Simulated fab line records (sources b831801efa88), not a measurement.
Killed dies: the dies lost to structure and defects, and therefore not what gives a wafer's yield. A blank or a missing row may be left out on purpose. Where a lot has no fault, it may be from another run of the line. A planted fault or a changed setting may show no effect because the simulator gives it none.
Split-lot experiment | flow sky130 | on a route of 708 steps: 5 lots, 23 wafers read

== ON THE SPLIT ==
At SKY_LI_CONTACT_EXPOSE_09 (exposes mask LICM1, target cd 170 nm), the setting dose_mj was moved away from the recipe's 38 on 7 of the 23 wafers read, by -5.7% to +7.0%. The other wafers ran this setting at the recipe's value.

== FROM THE SPLIT TO THE READING: what the file shows between them, 2 steps ==
- SKY_LI_CONTACT_PEB_10
- SKY_LI_CONTACT_DEVELOP_11: develop time 60 s

== THE READING ==
At SKY_LI_CONTACT_CD_MEAS_12: cd_nm in nanometres, against a target cd of 170 nm. Fault-free wafers of this fab line usually give 170.0 nm, standard deviation 1.2 nm.

wafer  | tool, chamber at the split | dose_mj as run | against the recipe | cd_nm, nm | against lot-mates on the recipe
L077.1 | krf_scanner-02, 0          | 40.67          | +7.0%              | 185.1     | +13.1
L077.2 | krf_scanner-02, 0          | 38             | recipe             | 172.3     | -
L077.4 | krf_scanner-02, 0          | 38             | recipe             | 171.8     | -
L077.5 | krf_scanner-02, 0          | 40.67          | +7.0%              | 182.0     | +10.0
L077.6 | krf_scanner-02, 0          | 38             | recipe             | 172.0     | -
L074.1 | krf_scanner-02, 0          | 38             | recipe             | 167.9     | -
L074.2 | krf_scanner-02, 0          | 38             | recipe             | 168.7     | -
L074.3 | krf_scanner-02, 0          | 38             | recipe             | 169.1     | -
L074.4 | krf_scanner-02, 0          | 38             | recipe             | 168.9     | -
L074.6 | krf_scanner-02, 0          | 38             | recipe             | 167.7     | -
L075.1 | krf_scanner-01, 0          | 38             | recipe             | 169.1     | -
L075.2 | krf_scanner-01, 0          | 38             | recipe             | 169.6     | -
L075.6 | krf_scanner-01, 0          | 38             | recipe             | 167.2     | -
L079.1 | krf_scanner-02, 0          | 38             | recipe             | 171.1     | -
L079.2 | krf_scanner-02, 0          | 38             | recipe             | 169.5     | -
L079.4 | krf_scanner-02, 0          | 35.85          | -5.7%              | 159.5     | -10.8
L079.5 | krf_scanner-02, 0          | 35.85          | -5.7%              | 160.3     | -10.0
L079.6 | krf_scanner-02, 0          | 35.85          | -5.7%              | 161.2     | -9.1
L083.1 | krf_scanner-02, 0          | 38             | recipe             | 171.6     | -
L083.2 | krf_scanner-02, 0          | 39.87          | +4.9%              | 178.9     | +7.7
L083.4 | krf_scanner-02, 0          | 38             | recipe             | 171.8     | -
L083.5 | krf_scanner-02, 0          | 38             | recipe             | 170.1     | -
L083.6 | krf_scanner-02, 0          | 39.87          | +4.9%              | 180.1     | +8.9

FIT RESULTS
A straight line over all 23 wafers: cd_nm changes by +1.84 nm for each +1% of dose_mj; r = +0.97; the points scatter about the line by 1.6 nm.
The same after taking each lot's own level away (the mean of its wafers on the recipe; 23 wafers): +1.7 nm for each +1%; r = +0.99; scatter 0.86 nm.
Per that fit: largest dose_mj move, reading shift of 12 nm.
From 168.46 to 172.03 nm: that is the span of the lots' own levels, equal to 3.0 times the standard deviation above.
Hence the lot-to-lot level has little effect on the slope; both slopes agree.
Check: with one of the wafers moved furthest among these (+7.0%) left out of the fit, the line predicts +11.5 nm for it against its lot-mates. It came out at +13.1 nm against them.

== ADDITIONAL SPLITS CARRIED BY THESE WAFERS ==
These wafers also went through other splits before the reading. Each is held against what the fit with the lots' levels taken away leaves over:
other split on the same wafers           | wafers away from the commonest value | r with cd_nm (lot level and that fit taken away)
SKY_POLY_GATE_IMPLANT_02 energy_kev      | 9                                    | +0.03
SKY_LDD_P_IMPLANT_09 dose_cm2            | 10                                   | +0.14
SKY_LDD_LDN_IMPLANT_08 energy_kev        | 7                                    | +0.37
SKY_SD_N_COAT_02 spin_rpm                | 4                                    | +0.03
SKY_SD_N_IMPLANT_09 energy_kev           | 9                                    | +0.08
SKY_LI_CONTACT_CMP_02 leave_above_ref_nm | 6                                    | -0.02

== THE WHOLE CHAIN: every reading that the file lists as answering this split, in the file's order ==
step                      | what it does                                                         | reading                                                           | change (the file's fit)              | r (the file's)
SKY_LI_CONTACT_CD_MEAS_12 | target cd 170 nm                                                     | cd_nm                                                             | +1.69 nm for each +1% of the setting | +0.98
SKY_LI_CONTACT_ETCH_14    | etches BARC in N2/H2, stops on SiO2, time 45.9 s, target depth 60 nm | LI_CONTACT.cd_nm (the simulator's own value, which no gauge read) | +1.59 nm for each +1% of the setting | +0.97
SKY_LI_CONTACT_ETCH_15    | etches PSG in C4F8/O2/Ar, stops on Si, target depth 600 nm           | LI_CONTACT.cd_nm (the simulator's own value, which no gauge read) | +1.5 nm for each +1% of the setting  | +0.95

== FILE'S OWN FIT ==
cd_nm changes by +1.69 nm for each +1% of dose_mj, r = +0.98.
